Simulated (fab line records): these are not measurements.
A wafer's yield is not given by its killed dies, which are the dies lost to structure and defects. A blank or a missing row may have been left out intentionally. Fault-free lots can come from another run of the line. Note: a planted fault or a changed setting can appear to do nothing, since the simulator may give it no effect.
fab line records	flow sky130
record lots=10	wafers=30	last_day=50
route steps=708 shown POLY_CUT@315 METAL1@434 METAL2@485 PAD_OPEN@708
lots untouched by any fault: they come from a run of this same line in which no faults occurred
start_h: hours from the record's opening day to when the first of the lot's shown wafers began	wait_h: time in hours since the lot's previous step	" unchanged from the row above	L1.1+2: one row covering several wafers at once	- no value present, or no start provided	* or withheld: withheld	< > ~ a bound
route shown NAME@n: a module of which the file shows steps, and the number in the route of the first	usual: average and standard deviation across the fault-free wafers	same: alike in all rows	chamber/n: place in a boat	sites: each site's reading	_std_site: the standard deviation of these	_edge_site: mean of outer sites minus mean of inner sites	radius_mm: for every site, how far away it sits from the centre of the wafer	mask NAME#n: copy n	behind: the last tool/chamber to shape the wafer	hold: why the lot went on hold/how many hours it stayed there/how the hold came to an end	device: which transistor (n, p or np) failed to switch	end of line: at the end of the route, the tests of the same wafers	where a step has no rows: the recipe by itself	killed: dies that structure and defects cost at the first sort, which is not the same as the wafer's yield	map: per-die view of a wafer (x killed, . not killed, _ where there is no die)
set.NAME: the run value of the setting; set.NAME@STEP: its run value at that earlier step	model.NAME: the simulator's own value behind a step, which no gauge read
steps of the route over a sample of lots; a table a step, a row a wafer
services: when a tool's chamber went out of use (start_h, in hours from the record's first day, below 0 if earlier), for how many hours, and the reason
## steps
# step SKY_POLY_CUT_CD_MEAS_08
# recipe target_cd_nm=270
# usual cd_nm=269.5/1.5
lot.wafer	tool	chamber	start_h	wait_h	cd_nm
L977.1	cd_sem-02	-	551.50	-	270.7
L977.5	"	-	"	"	270.0
L977.6	"	-	"	"	269.5
L978.2	cd_sem-01	-	556.07	-	268.9
L978.4	"	-	"	"	269.6
L978.6	"	-	"	"	269.2
L981.1	cd_sem-01	-	591.77	-	270.4
L981.2	"	-	"	"	269.6
L981.6	"	-	"	"	269.7
L983.3	cd_sem-02	-	608.84	-	272.1
L983.4	"	-	"	"	270.8
L983.5	"	-	"	"	271.3
L993.3	cd_sem-01	-	690.35	-	268.9
L993.4	"	-	"	"	269.3
L993.6	"	-	"	"	270.7
L996.2	cd_sem-02	-	719.17	-	268.2
L996.3	"	-	"	"	268.8
L996.6	"	-	"	"	267.9
L997.2	cd_sem-02	-	724.98	-	269.1
L997.3	"	-	"	"	269.5
L997.5	"	-	"	"	269.0
L998.1	cd_sem-02	-	733.92	-	269.2
L998.3	"	-	"	"	268.5
L998.5	"	-	"	"	268.4
L999.2	cd_sem-02	-	743.88	-	268.5
L999.3	"	-	"	"	267.7
L999.5	"	-	"	"	268.4
L100.2	cd_sem-01	-	747.52	-	271.8
L100.4	"	-	"	"	273.5
L100.5	"	-	"	"	271.1
# step SKY_METAL1_SPUTTER_00
# recipe material=Ti	target_thk_nm=15	power_w=3000	time_s=10	chamber_pressure_pa=0.4
# usual throttle_valve_pct=30.1/0.53
lot.wafer	tool	chamber	start_h	wait_h	throttle_valve_pct
L977.1	pvd_sputter-01	-	729.55	0.1	29.9
L977.5	"	-	"	"	30.0
L977.6	"	-	"	"	30.6
L978.2	pvd_sputter-03	-	733.03	0.1	31.0
L978.4	"	-	"	"	30.0
L978.6	"	-	"	"	30.7
L981.1	pvd_sputter-02	-	765.32	0.1	30.2
L981.2	"	-	"	"	29.8
L981.6	"	-	"	"	30.0
L983.3	pvd_sputter-02	-	781.88	0.2	30.0
L983.4	"	-	"	"	29.5
L983.5	"	-	"	"	29.4
L993.3	pvd_sputter-02	-	856.27	0.1	30.1
L993.4	"	-	"	"	29.4
L993.6	"	-	"	"	30.3
L996.2	pvd_sputter-03	-	882.39	0.1	30.2
L996.3	"	-	"	"	30.8
L996.6	"	-	"	"	30.8
L997.2	pvd_sputter-01	-	889.90	0.1	29.5
L997.3	"	-	"	"	30.5
L997.5	"	-	"	"	29.4
L998.1	pvd_sputter-01	-	897.00	0.2	29.0
L998.3	"	-	"	"	30.1
L998.5	"	-	"	"	30.5
L999.2	pvd_sputter-01	-	906.83	0.2	29.8
L999.3	"	-	"	"	30.5
L999.5	"	-	"	"	30.0
L100.2	pvd_sputter-01	-	910.80	0.2	30.5
L100.4	"	-	"	"	29.9
L100.5	"	-	"	"	29.8
# step SKY_METAL1_CD_MEAS_15
# recipe target_cd_nm=140
# usual cd_nm=139.9/1.7
lot.wafer	tool	chamber	start_h	wait_h	cd_nm
L977.1	cd_sem-02	-	757.30	-	139.0
L977.5	"	-	"	"	137.8
L977.6	"	-	"	"	139.1
L978.2	cd_sem-01	-	760.06	-	139.7
L978.4	"	-	"	"	138.6
L978.6	"	-	"	"	139.0
L981.1	cd_sem-01	-	791.70	-	141.0
L981.2	"	-	"	"	140.5
L981.6	"	-	"	"	140.5
L983.3	cd_sem-01	-	808.39	-	142.0
L983.4	"	-	"	"	139.7
L983.5	"	-	"	"	141.2
L993.3	cd_sem-02	-	881.63	-	138.3
L993.4	"	-	"	"	139.1
L993.6	"	-	"	"	136.6
L996.2	cd_sem-02	-	908.02	-	138.4
L996.3	"	-	"	"	137.9
L996.6	"	-	"	"	137.7
L997.2	cd_sem-01	-	914.92	-	140.3
L997.3	"	-	"	"	139.7
L997.5	"	-	"	"	140.3
L998.1	cd_sem-01	-	922.40	-	143.8
L998.3	"	-	"	"	142.2
L998.5	"	-	"	"	142.0
L999.2	cd_sem-01	-	931.91	-	138.5
L999.3	"	-	"	"	139.1
L999.5	"	-	"	"	140.3
L100.2	cd_sem-02	-	935.27	-	140.1
L100.4	"	-	"	"	142.1
L100.5	"	-	"	"	139.7
# step SKY_METAL2_SPUTTER_02
# recipe material=AlCu	target_thk_nm=250	power_w=10600	time_s=13.3	chamber_pressure_pa=0.4
# usual throttle_valve_pct=30.0/0.64
lot.wafer	tool	chamber	start_h	wait_h	throttle_valve_pct
L977.1	pvd_sputter-02	-	786.29	0.0	29.6
L977.5	"	-	"	"	30.1
L977.6	"	-	"	"	30.1
L978.2	pvd_sputter-01	-	789.17	0.0	30.2
L978.4	"	-	"	"	29.5
L978.6	"	-	"	"	30.1
L981.1	pvd_sputter-04	-	821.27	0.0	29.7
L981.2	"	-	"	"	29.4
L981.6	"	-	"	"	31.1
L983.3	pvd_sputter-01	-	837.99	0.0	30.0
L983.4	"	-	"	"	29.9
L983.5	"	-	"	"	29.8
L993.3	pvd_sputter-02	-	909.87	0.0	30.0
L993.4	"	-	"	"	30.3
L993.6	"	-	"	"	30.2
L996.2	pvd_sputter-01	-	935.69	0.0	30.0
L996.3	"	-	"	"	29.1
L996.6	"	-	"	"	29.8
L997.2	pvd_sputter-04	-	942.72	0.0	29.6
L997.3	"	-	"	"	29.8
L997.5	"	-	"	"	29.6
L998.1	pvd_sputter-01	-	950.32	0.0	30.1
L998.3	"	-	"	"	30.0
L998.5	"	-	"	"	30.2
L999.2	pvd_sputter-01	-	959.32	0.0	30.3
L999.3	"	-	"	"	30.0
L999.5	"	-	"	"	30.8
L100.2	pvd_sputter-01	-	962.89	0.0	29.3
L100.4	"	-	"	"	30.1
L100.5	"	-	"	"	30.3
# step SKY_METAL2_RS_MEAS_05
# recipe thk_meas_gauge=four-point-probe	reads=TiN_of_METAL2_SPUTTER_04+Ti_of_METAL2_SPUTTER_03+AlCu_of_METAL2_SPUTTER_02+TiN_of_METAL2_SPUTTER_01+Ti_of_METAL2_SPUTTER_00
# usual METAL2_ALCU_RS=0.1269/0.001
lot.wafer	tool	chamber	start_h	wait_h	METAL2_ALCU_RS[ohm/sq]
L977.1	film_metro-01	-	786.39	0.0	0.1282
L977.5	"	-	"	"	0.1289
L977.6	"	-	"	"	0.1281
L978.2	film_metro-01	-	789.29	0.0	0.1257
L978.4	"	-	"	"	0.1260
L978.6	"	-	"	"	0.1257
L981.1	film_metro-02	-	821.36	0.0	0.1275
L981.2	"	-	"	"	0.1274
L981.6	"	-	"	"	0.1266
L983.3	film_metro-01	-	838.12	0.1	0.1266
L983.4	"	-	"	"	0.0822
L983.5	"	-	"	"	0.0822
L993.3	film_metro-01	-	910.00	0.1	0.1263
L993.4	"	-	"	"	0.1260
L993.6	"	-	"	"	0.1263
L996.2	film_metro-02	-	935.89	0.1	0.1276
L996.3	"	-	"	"	0.1269
L996.6	"	-	"	"	0.1270
L997.2	film_metro-02	-	942.83	0.0	0.1260
L997.3	"	-	"	"	0.1272
L997.5	"	-	"	"	0.1261
L998.1	film_metro-04	-	950.41	0.0	0.1270
L998.3	"	-	"	"	0.1270
L998.5	"	-	"	"	0.1269
L999.2	film_metro-02	-	959.43	0.0	0.1296
L999.3	"	-	"	"	0.1285
L999.5	"	-	"	"	0.1302
L100.2	film_metro-01	-	963.00	0.0	0.1271
L100.4	"	-	"	"	0.1269
L100.5	"	-	"	"	0.1276
# step SKY_METAL2_THK_MEAS_06
# recipe thk_meas_gauge=xrf	reads=AlCu_of_METAL2_SPUTTER_02
# usual METAL2_ALCU_THK=250.4/2.5
lot.wafer	tool	chamber	start_h	wait_h	METAL2_ALCU_THK[nm]
L977.1	film_metro-01	-	786.51	0.1	248.1
L977.5	"	-	"	"	247.1
L977.6	"	-	"	"	249.5
L978.2	film_metro-01	-	789.40	0.1	253.9
L978.4	"	-	"	"	253.0
L978.6	"	-	"	"	252.2
L981.1	film_metro-02	-	821.48	0.1	249.1
L981.2	"	-	"	"	251.4
L981.6	"	-	"	"	251.9
L983.3	film_metro-01	-	838.22	0.1	248.0
L983.4	"	-	"	"	384.3
L983.5	"	-	"	"	382.1
L993.3	film_metro-01	-	910.10	0.1	250.7
L993.4	"	-	"	"	253.9
L993.6	"	-	"	"	251.2
L996.2	film_metro-02	-	936.00	0.1	248.1
L996.3	"	-	"	"	248.7
L996.6	"	-	"	"	248.2
L997.2	film_metro-02	-	942.94	0.1	251.3
L997.3	"	-	"	"	247.3
L997.5	"	-	"	"	252.2
L998.1	film_metro-04	-	950.53	0.1	251.4
L998.3	"	-	"	"	250.2
L998.5	"	-	"	"	250.8
L999.2	film_metro-02	-	959.54	0.1	244.3
L999.3	"	-	"	"	245.4
L999.5	"	-	"	"	241.4
L100.2	film_metro-01	-	963.11	0.1	251.0
L100.4	"	-	"	"	252.5
L100.5	"	-	"	"	251.9
# step SKY_METAL2_METAL_ETCH_19
# recipe target_depth_a=3600	stop_on=SiO2	over_etch_frac=0.3	time_s=78	chemistry=Cl2/BCl3	resist_sidewall_deg=88	pressure_mtorr=10	icp_w=900	bias_w=48.5	Cl2_flow_sccm=60	bcl3_flow_sccm=30
# usual bcl3_flow_sccm=30.00/0.088	drypump_motor_current_A=5.7/0.51	oes_product_au=0.853/0.0054	throttle_valve_pct=22.264/0.0083
lot.wafer	tool	chamber	start_h	wait_h	bcl3_flow_sccm	drypump_motor_current_A	oes_product_au	rf_hours_counter_h	throttle_valve_pct
L977.1	rie_metal-01	1	813.01	0.0	29.99	5.4	0.847	6	22.250
L977.5	"	0	"	"	30.04	5.6	0.850	-	22.262
L977.6	"	1	"	"	29.95	5.5	0.845	-	22.266
L978.2	rie_metal-03	1	816.15	0.0	30.10	5.1	0.862	17	22.259
L978.4	"	0	"	"	30.00	6.2	0.865	-	22.253
L978.6	"	1	"	"	30.15	5.0	0.855	-	22.248
L981.1	rie_metal-01	0	847.66	0.0	29.88	5.7	0.848	2	22.253
L981.2	"	1	"	"	29.86	5.4	0.848	7	22.274
L981.6	"	1	"	"	29.88	5.5	0.851	-	22.266
L983.3	rie_metal-02	1	864.54	0.1	29.93	6.5	0.854	-	22.280
L983.4	"	0	"	"	30.09	5.3	1.013	-	22.273
L983.5	"	1	"	"	29.98	6.4	0.998	-	22.263
L993.3	rie_metal-03	0	935.33	0.1	29.98	6.2	0.852	-	22.259
L993.4	"	1	"	"	29.95	5.0	0.855	-	22.258
L993.6	"	0	"	"	30.05	6.2	0.848	-	22.270
L996.2	rie_metal-03	1	960.80	0.0	29.78	5.1	0.851	5	22.270
L996.3	"	0	"	"	30.03	6.2	0.857	-	22.264
L996.6	"	1	"	"	29.85	5.1	0.852	-	22.262
L997.2	rie_metal-01	1	967.60	0.0	29.88	5.4	0.855	13	22.260
L997.3	"	0	"	"	29.95	5.7	0.851	-	22.253
L997.5	"	0	"	"	29.94	5.7	0.848	-	22.258
L998.1	rie_metal-03	1	974.10	0.0	30.10	5.1	0.851	5	22.268
L998.3	"	0	"	"	30.04	6.2	0.864	-	22.263
L998.5	"	1	"	"	30.15	5.1	0.852	-	22.268
L999.2	rie_metal-03	0	983.11	0.0	30.00	6.2	0.853	21	22.262
L999.3	"	1	"	"	30.00	5.0	0.851	-	22.261
L999.5	"	1	"	"	29.94	5.1	0.847	-	22.265
L100.2	rie_metal-02	1	986.84	0.0	30.14	6.5	0.854	14	22.271
L100.4	"	0	"	"	29.97	5.3	0.859	-	22.264
L100.5	"	0	"	"	30.06	5.3	0.857	-	22.256
# step SKY_PAD_OPEN_PROBE_99
# usual defect_limited_yield=82.2/1.9	killed_at_M0_to_M3=45/7.3	killed_at_M4_up=3.1/1.7	killed_at_contacts=25/5.1	killed_at_front_end=15/4.5	killed_at_other=0.3/0.56	killed_dies=88/9.4	killed_on_rim=17/4.3	killed_open=47/6.6	killed_short=40/6.9	sort_bin_3_pad_short=0.9/0.46	sort_bin_5_function=10.5/1.5	sort_bin_6_memory=6.4/1.1	sort_n_pass=404/9.4	sort_yield_pct=82.2/1.9
# same gross_dies=492	killed_at_back_side=0	sort_bin_4_leakage[%]=0	sort_bin_8_speed[%]=0
lot.wafer	tool	chamber	start_h	wait_h	defect_limited_yield[%]	killed_at_M0_to_M3	killed_at_M4_up	killed_at_contacts	killed_at_front_end	killed_at_other	killed_dies	killed_on_rim	killed_open	killed_short	sort_bin_3_pad_short[%]	sort_bin_5_function[%]	sort_bin_6_memory[%]	sort_n_pass	sort_yield_pct[%]
L978.2	prober-01	-	1072.66	0.1	78.5	51	2	34	17	2	106	23	46	59	1.4	12.2	7.9	386	78.5
L978.4	prober-01	-	1072.76	0.2	82.3	38	1	31	17	0	87	13	47	40	0.6	10.2	6.9	405	82.3
L978.6	prober-01	-	1072.86	0.2	81.9	37	1	37	14	0	89	14	55	34	0.8	11.4	5.9	403	81.9
L983.3	prober-02	-	1109.81	0.2	81.5	45	5	28	13	0	91	20	52	39	0.6	11.8	6.1	401	81.5
L983.4	prober-02	-	1109.86	0.2	0	455	6	25	6	0	492	96	46	34	0.4	92.9	6.7	0	0
L983.5	prober-02	-	1109.91	0.2	0.2	448	7	20	16	0	491	96	50	54	1.2	88.8	9.8	1	0.2
L993.3	prober-01	-	1164.62	0.2	81.3	51	2	21	18	0	92	18	46	46	2.0	10.4	6.3	400	81.3
L993.4	prober-01	-	1164.67	0.2	80.7	49	5	23	18	0	95	19	53	42	0.6	11.2	7.5	397	80.7
L993.6	prober-01	-	1164.77	0.2	79.7	53	4	23	20	0	100	24	52	48	1.2	12.2	6.9	392	79.7
L996.2	prober-02	-	1181.22	0.1	80.9	46	7	25	16	0	94	18	52	42	1.0	12.6	5.5	398	80.9
L996.3	prober-02	-	1181.27	0.2	81.3	49	2	21	20	0	92	18	49	43	0.6	10.6	7.5	400	81.3
L996.6	prober-02	-	1181.42	0.2	85.4	39	1	20	11	1	72	14	44	28	0.8	7.1	6.7	420	85.4
L998.1	prober-02	-	1189.80	0.1	84.3	39	8	20	10	0	77	18	38	39	0.8	8.7	6.1	415	84.3
L998.3	prober-02	-	1189.90	0.2	82.5	47	3	27	9	0	86	16	49	37	0.4	9.8	7.3	406	82.5
L998.5	prober-02	-	1190.00	0.2	82.7	44	1	25	15	0	85	12	47	38	0	9.1	8.1	407	82.7
# killed by level:class
L978.2 VIA2:geometric_particle:open=12 CONTACT:geometric_particle:open=10 FIELD_ISO:geometric_particle:short=9 METAL2:geometric_particle:short=8 LOCAL_INTERCONNECT:geometric_particle:short=7 LI_CONTACT:geometric_particle:short=6 CONTACT:geometric_particle:short=6 METAL1:geometric_particle:short=6
L978.4 CONTACT:geometric_particle:open=11 LI_CONTACT:geometric_particle:open=8 CONTACT:geometric_particle:short=8 VIA1:geometric_particle:open=7 VIA3:geometric_particle:open=5 FIELD_ISO:geometric_particle:short=4 METAL1:geometric_particle:short=4 VIA1:geometric_particle:short=4
L978.6 CONTACT:geometric_particle:open=18 VIA1:geometric_particle:open=11 FIELD_ISO:geometric_particle:open=6 LI_CONTACT:geometric_particle:open=6 CONTACT:geometric_particle:short=6 LOCAL_INTERCONNECT:geometric_particle:short=5 VIA2:geometric_particle:open=5 VIA1:geometric_particle:short=4
L983.3 LI_CONTACT:geometric_particle:open=11 VIA1:geometric_particle:open=9 CONTACT:geometric_particle:open=9 VIA3:geometric_particle:open=8 METAL1:geometric_particle:short=6 VIA2:geometric_particle:open=6 VIA2:geometric_particle:short=5 POLY_GATE:geometric_particle:short=4
L983.4 METAL2:area_etch=412 VIA1:geometric_particle:open=9 CONTACT:geometric_particle:open=8 LI_CONTACT:geometric_particle:open=6 VIA3:geometric_particle:open=6 METAL2:geometric_particle:short=6 VIA2:geometric_particle:open=6 LOCAL_INTERCONNECT:geometric_particle:short=4
L983.5 METAL2:area_etch=387 METAL2:geometric_particle:short=14 VIA1:geometric_particle:open=11 METAL1:geometric_particle:short=9 VIA3:geometric_particle:open=9 METAL4:geometric_particle:short=6 LI_CONTACT:geometric_particle:open=6 CONTACT:geometric_particle:open=6
L993.3 VIA1:geometric_particle:open=11 SPACER:geometric_particle:open=7 METAL1:geometric_particle:short=6 VIA3:geometric_particle:open=6 CONTACT:geometric_particle:short=5 METAL3:geometric_particle:short=5 METAL2:geometric_particle:short=5 VIA2:geometric_particle:open=5
L993.4 VIA1:geometric_particle:open=11 VIA3:geometric_particle:open=9 FIELD_ISO:geometric_particle:short=8 VIA2:geometric_particle:open=8 CONTACT:geometric_particle:open=7 LI_CONTACT:geometric_particle:open=5 METAL2:geometric_particle:open=4 METAL3:geometric_particle:short=4
L993.6 CONTACT:geometric_particle:open=12 VIA2:geometric_particle:open=12 VIA1:geometric_particle:open=11 METAL1:geometric_particle:short=7 FIELD_ISO:geometric_particle:short=6 FIELD_ISO:geometric_particle:open=5 CONTACT:geometric_particle:short=5 VIA1:geometric_particle:short=4
L996.2 VIA1:geometric_particle:open=10 VIA3:geometric_particle:open=10 CONTACT:geometric_particle:open=9 CONTACT:geometric_particle:short=7 FIELD_ISO:geometric_particle:open=6 LI_CONTACT:geometric_particle:open=5 VIA1:geometric_particle:short=5 METAL2:geometric_particle:short=5
L996.3 VIA1:geometric_particle:open=10 VIA2:geometric_particle:open=9 METAL2:geometric_particle:short=8 LI_CONTACT:geometric_particle:open=7 VIA3:geometric_particle:open=6 CONTACT:geometric_particle:open=6 FIELD_ISO:geometric_particle:open=5 FIELD_ISO:geometric_particle:short=5
L996.6 VIA1:geometric_particle:open=11 CONTACT:geometric_particle:open=8 VIA3:geometric_particle:open=7 VIA2:geometric_particle:open=7 CONTACT:geometric_particle:short=6 POLY_GATE:geometric_particle:short=4 VIA3:geometric_particle:short=4 FIELD_ISO:geometric_particle:open=3
L998.1 CONTACT:geometric_particle:open=7 VIA2:geometric_particle:open=7 VIA1:geometric_particle:short=6 METAL2:geometric_particle:short=6 LI_CONTACT:geometric_particle:open=5 VIA1:geometric_particle:open=5 METAL4:geometric_particle:short=5 METAL1:geometric_particle:short=4
L998.3 VIA1:geometric_particle:open=10 CONTACT:geometric_particle:open=9 METAL2:geometric_particle:short=9 VIA2:geometric_particle:open=9 LI_CONTACT:geometric_particle:open=8 FIELD_ISO:geometric_particle:open=5 CONTACT:geometric_particle:short=4 VIA1:geometric_particle:short=4
L998.5 CONTACT:geometric_particle:open=10 VIA1:geometric_particle:open=8 CONTACT:geometric_particle:short=8 VIA3:geometric_particle:open=7 VIA2:geometric_particle:open=7 METAL1:geometric_particle:short=6 FIELD_ISO:geometric_particle:open=5 LI_CONTACT:geometric_particle:open=5
## services
tool	chamber	start_h	hours	kind
rie_metal-02	1	705.75	1.0	repair
rie_metal-01	1	707.16	12.7	repair
pvd_sputter-02	-	727.09	9.4	repair
rie_metal-03	-	735.52	0.3	repair
rie_metal-01	0	780.36	27.9	repair
pvd_sputter-02	-	782.44	1.5	repair
pvd_sputter-01	-	802.57	3.0	repair
pvd_sputter-02	-	828.23	4.8	repair
pvd_sputter-01	-	829.93	3.7	repair
pvd_sputter-02	-	836.78	1.7	repair
pvd_sputter-02	-	838.46	6.8	repair
rie_metal-03	1	849.82	-	clean
rie_metal-03	1	849.82	14.2	scheduled_down
rie_metal-02	-	861.35	2.8	pm
rie_metal-02	-	865.02	0.2	repair
rie_metal-03	-	878.92	0.6	repair
pvd_sputter-03	-	885.50	1.1	repair
rie_metal-03	1	923.81	2.9	repair
rie_metal-03	-	930.27	2.8	pm
pvd_sputter-02	-	942.03	25.1	repair
rie_metal-01	-	946.37	10.0	pm
pvd_sputter-04	-	965.86	2.0	repair
rie_metal-01	-	970.27	15.6	pm
pvd_sputter-04	-	986.76	5.1	repair
## key
first_sign step=SKY_METAL2_RS_MEAS_05	reading=METAL2_ALCU_RS	direction=down	sigmas=44	usual=0.1269	struck=0.0822
effect step=SKY_METAL2_THK_MEAS_06	reading=METAL2_ALCU_THK	direction=up	sigmas=52	usual=250.4	struck=383.2
effect step=SKY_METAL2_METAL_ETCH_19	reading=oes_product_au	direction=up	sigmas=28	usual=0.853	struck=1.005
effect step=SKY_PAD_OPEN_PROBE_99	reading=killed_at_M0_to_M3	direction=up	sigmas=56	usual=45	struck=452
more_kills_born_at SKY_METAL2_METAL_ETCH_19@rie_metal-02=799
met_at SKY_METAL2_SPUTTER_02
struck_lots L983
struck_wafers L983.4,L983.5
later_rows_left_out L983.4,L983.5
not_acting_at SKY_POLY_CUT_CD_MEAS_08,SKY_METAL1_SPUTTER_00,SKY_METAL1_CD_MEAS_15
fault kind=process_parameter_drift	tool=pvd_sputter-01	chamber=-	onset_h=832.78	steps=SKY_METAL2_SPUTTER_02	channel=time_s	offset=*	shape=step	end_h=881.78	acts_in=*	stated=*	scope=struck_wafers_only
# later_rows_left_out: the simulator's readings of these wafers behind a module that went badly wrong aren't trusted and aren't shown, but for the sort
